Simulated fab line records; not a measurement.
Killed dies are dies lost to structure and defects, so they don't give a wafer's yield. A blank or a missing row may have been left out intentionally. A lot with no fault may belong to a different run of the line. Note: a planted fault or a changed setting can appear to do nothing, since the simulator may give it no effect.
A struck lot beside a sound one + flow sky130 + 15 steps out of a route of 708
Sound: the wafers L844.1, L844.2, L844.3. Wafers struck: L855.3, L855.5, L855.6. The cause is named last.
At each step with rows: each side's tool, then ch and its chambers, then its first start. Under that, the readings that differ: sound wafers + struck wafers + difference of the means + sigmas: that difference in standard deviations of wafers without a fault.
alike: readings whose means differ by less than 2 such deviations, and words and numbers that are the same on both sides. not compared: withheld readings, readings that some wafer has no value for, bounds like >300 that may hide the same value, and numbers for which the record gives no deviation and whose values overlap.
A row with sigmas, a row that says differs or no value, or rows on one side alone: a step with any of these is where the two part. When numbers do not overlap yet have no deviation, they are printed without sigmas and do not part them. A reading missing from all wafers of one side parts the sides only when that side holds two or more wafers.

first, 3 steps without rows for these wafers: SKY_CONTACT_EXPOSE_11 (exposes mask CTM1, target cd 170 nm); SKY_CONTACT_PEB_12; SKY_CONTACT_DEVELOP_13 (develop time 60 s).
SKY_CONTACT_CD_MEAS_14: target cd 170 nm.
  struck on cdSem-02, day 38 22:02; sound on cdSem-02, day 35 15:05
  alike: cdNm
SKY_CONTACT_OVL_MEAS_15:
  struck on overlay-01, day 38 22:08; sound on overlay-02, day 35 15:13
  alike: CONTACT_OVL
SKY_CONTACT_ETCH_16: etches BARC in N2/H2, stops on SiO2, time 45.9 s, target depth 60 nm.
  sound on rieDiel-04 ch 1,2,3, day 35 15:14; struck on rieDiel-01 ch 0,3, day 38 22:10
  alike: biasW, drypumpMotorCurrentA, oesProductAu, throttleValvePct
  not compared: rfHoursCounterH
SKY_CONTACT_ETCH_17: etches SiO2 in C4F8/O2/Ar, stops on Si3N4, target depth 340 nm.
  sound on rieDiel-04 ch 1,2,3, day 35 15:17; struck on rieDiel-01 ch 0,3, day 38 22:12
  alike: biasW, oesProductAu
SKY_CONTACT_ETCH_18: etches Si3N4 in CHF3/O2, stops on TiN, time 39 s, target depth 75 nm.
  sound: rieDiel-04 ch 1,2,3; struck: rieDiel-01 ch 0,3
  alike: biasW, chf3FlowSccm, drypumpMotorCurrentA, oesProductAu, throttleValvePct
  not compared: rfHoursCounterH
SKY_CONTACT_STRIP_19: strips in O2/N2.
  sound on plasmaAsher-01 ch 0,1, day 35 15:23; struck on plasmaAsher-01 ch 0,1, day 38 22:19
  alike: drypumpMotorCurrentA, oesProductAu, stripTimeToEndpointS
  not compared: rfHoursCounterH
then, 3 steps without rows for these wafers: SKY_CONTACT_STRIP_20 (strips in post etch residue remover, time 1200 s); SKY_CONTACT_CLEAN_21 (cleans in IPA, time 180 s); SKY_CONTACT_CLEAN_22 (cleans in O3/DIW).
SKY_CONTACT_SPUTTER_23: material TiN, target thk 20 nm, time 80 s.
  struck on pvdSputter-04, day 38 22:53; sound on pvdSputter-03, day 35 15:59
| reading                                    | sound            | struck            | difference | sigmas |
|--------------------------------------------|------------------|-------------------|------------|--------|
| model.TiN_of_CONTACT_SPUTTER_23.thkNm (nm) | 20.4 20.11 20.08 | 18.91 18.95 18.96 | -1.26      |        |
  alike: throttleValvePct
SKY_CONTACT_CVD_24: deposits W, target thk 340 nm, time 102.12 s.
  sound on cvdW-01 ch 0,1, day 35 16:02; struck on cvdW-02 ch 0,1, day 38 22:59
  alike: heaterPowerW, susceptorTempC
-- the record jumps here: 12 days lie between the struck wafers' starts before and after (it left off in module CONTACT and takes up again in module PAD_OPEN, whose first step shown is number 708 of the route) --
SKY_PAD_OPEN_PROBE_99:
  rows exist in the record for the struck wafers here (prober-01, day 51 03:04), but not for the sound ones

== WHERE THEY PART ==
Only at SKY_PAD_OPEN_PROBE_99, as far as this record shows.

WHY: what had been put in by the simulator
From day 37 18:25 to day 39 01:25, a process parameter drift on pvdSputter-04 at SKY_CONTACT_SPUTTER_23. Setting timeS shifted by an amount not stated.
